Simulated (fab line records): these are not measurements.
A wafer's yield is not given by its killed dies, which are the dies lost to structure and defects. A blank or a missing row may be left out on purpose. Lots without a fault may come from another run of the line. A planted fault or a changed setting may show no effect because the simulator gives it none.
Shared-tool check	flow gf180mcu	10 lots and 30 wafers in the sample

## REASON FOR OPENING
Of 10 lots, 1 have the reading VT_IMPLANT_4_TW flagged at GF_VT_IMPLANT_TW_MEAS_43. No-fault wafers: 695, standard deviation 12.
Rule: flag the lot when none of its wafers has a number, or when each of its wafers that has one lies beyond 4 standard deviations from that mean. The other lots count as sound.

lot	measured	on	VT_IMPLANT_4_TW, wafer by wafer	flag
L986	day 8 01:44	film_metro-03	684 693 689	
L989	day 8 21:26	film_metro-01	710 709 716	
L990	day 9 05:13	film_metro-04	685 689 685	
L991	day 9 10:56	film_metro-04	687 689 688	
L992	day 9 16:14	film_metro-03	686 692 690	
L993	day 10 02:10	film_metro-03	695 693 694	
L994	day 10 07:37	film_metro-01	712 714 710	
L103	day 12 20:41	film_metro-03	30 30 30	FLAGGED
L106	day 13 18:32	film_metro-03	692 695 692	
L107	day 14 00:10	film_metro-03	694 694 699	
The mean of the flagged lots' numbers is 30, -665 from the usual (-55 standard deviations).

## WHICH TOOL EACH LOT WENT THROUGH
Before the reading, the record contains 3 process steps out of a 602-step route. Each cell gives the tool, then ch followed by the chambers the sampled wafers passed through, then the start.
lot	flag	GF_STI_ETCH_13	GF_VT_IMPLANT_STRIP_31	GF_VT_IMPLANT_STRIP_42
L986		rie_diel-04 ch 0,2,3, day 2 12:27	plasma_asher-02 ch 0,1, day 7 10:22	plasma_asher-02 ch 0,1, day 8 01:38
L989		rie_diel-03 ch 0,1,3, day 3 03:36	plasma_asher-04 ch 0,1, day 8 04:28	plasma_asher-04 ch 0,1, day 8 21:19
L990		rie_diel-03 ch 1,2,3, day 3 08:43	plasma_asher-02 ch 0,1, day 8 12:02	plasma_asher-04 ch 0,1, day 9 05:07
L991		rie_diel-03 ch 1,2,3, day 3 13:45	plasma_asher-04 ch 0,1, day 8 17:40	plasma_asher-02 ch 0,1, day 9 10:50
L992		rie_diel-04 ch 0,1, day 3 18:43	plasma_asher-02 ch 0, day 8 23:13	plasma_asher-01 ch 0,1, day 9 16:07
L993		rie_diel-03 ch 0,2,3, day 4 00:51	plasma_asher-01 ch 0,1, day 9 09:16	plasma_asher-01 ch 0, day 10 02:04
L994		rie_diel-04 ch 0,1,3, day 4 04:48	plasma_asher-04 ch 0,1, day 9 13:49	plasma_asher-02 ch 0,1, day 10 07:31
L103	FLAGGED	rie_diel-04 ch 0,1,3, day 6 02:51	plasma_asher-04 ch 0,1, day 12 01:00	plasma_asher-04 ch 0,1, day 12 20:36
L106		rie_diel-03 ch 0,3, day 6 19:16	plasma_asher-02 ch 0,1, day 12 22:02	plasma_asher-01 ch 0,1, day 13 18:26
L107		rie_diel-02 ch 0,1,2, day 7 00:15	plasma_asher-01 ch 0,1, day 13 04:08	plasma_asher-02 ch 0,1, day 14 00:04
What the steps here do:
- GF_STI_ETCH_13: etches the open film in CHF3/O2, stops on Si, target depth 282.31 nm, time 112.9 s.
- GF_VT_IMPLANT_STRIP_31: strips in O2/N2.
- GF_VT_IMPLANT_STRIP_42: strips in O2/N2.
- GF_VT_IMPLANT_TW_MEAS_43

## FLAGGED OVER TOTAL, TOOL BY TOOL (the gauges that took the reading come last)
step	tool	lots run	flagged	share of the flagged lots	sound lots run after its first flagged lot
GF_STI_ETCH_13	rie_diel-02	1	0	none	-
GF_STI_ETCH_13	rie_diel-03	5	0	none	-
GF_STI_ETCH_13	rie_diel-04	4	1	all	0
GF_VT_IMPLANT_STRIP_31	plasma_asher-01	2	0	none	-
GF_VT_IMPLANT_STRIP_31	plasma_asher-02	4	0	none	-
GF_VT_IMPLANT_STRIP_31	plasma_asher-04	4	1	all	0
GF_VT_IMPLANT_STRIP_42	plasma_asher-01	3	0	none	-
GF_VT_IMPLANT_STRIP_42	plasma_asher-02	4	0	none	-
GF_VT_IMPLANT_STRIP_42	plasma_asher-04	3	1	all	0
GF_VT_IMPLANT_TW_MEAS_43	film_metro-01	2	0	none	-
GF_VT_IMPLANT_TW_MEAS_43	film_metro-03	6	1	all	2 (L106,L107)
GF_VT_IMPLANT_TW_MEAS_43	film_metro-04	2	0	none	-

## THE TABLE: WHAT IT ALLOWS
4 rows of the table ran every flagged lot: rie_diel-04 at GF_STI_ETCH_13, plasma_asher-04 at GF_VT_IMPLANT_STRIP_31, plasma_asher-04 at GF_VT_IMPLANT_STRIP_42, film_metro-03 at GF_VT_IMPLANT_TW_MEAS_43.
- rie_diel-04 at GF_STI_ETCH_13: 1 of its 4 lots flagged. Its last sound lot is L994 (day 4 04:48), its first flagged lot L103 (day 6 02:51): a fault that began between those two fits.
- plasma_asher-04 at GF_VT_IMPLANT_STRIP_31: 1 of its 4 lots flagged. Its last sound lot is L994 (day 9 13:49), its first flagged lot L103 (day 12 01:00): a fault that began between those two fits. Its own readings lie more than 4 standard deviations out on every wafer of the flagged lots: oes_product_au.
- plasma_asher-04 at GF_VT_IMPLANT_STRIP_42: 1 of its 3 lots flagged. Its last sound lot is L990 (day 9 05:07), its first flagged lot L103 (day 12 20:36): a fault that began between those two fits. Its own readings lie more than 4 standard deviations out on every wafer of the flagged lots: strip_time_to_endpoint_s.
- film_metro-03 at GF_VT_IMPLANT_TW_MEAS_43: 1 of its 6 lots flagged. Lots that were sound ran on it after the first flagged one (L106, L107); a persistent fault on the entire tool would not allow that.
Counting lots can't tell these 2 tools apart, because each fits a fault that began at some hour. More lots, or a look at what each step does to the wafer, might.

## WHAT THE SIMULATOR PUT IN
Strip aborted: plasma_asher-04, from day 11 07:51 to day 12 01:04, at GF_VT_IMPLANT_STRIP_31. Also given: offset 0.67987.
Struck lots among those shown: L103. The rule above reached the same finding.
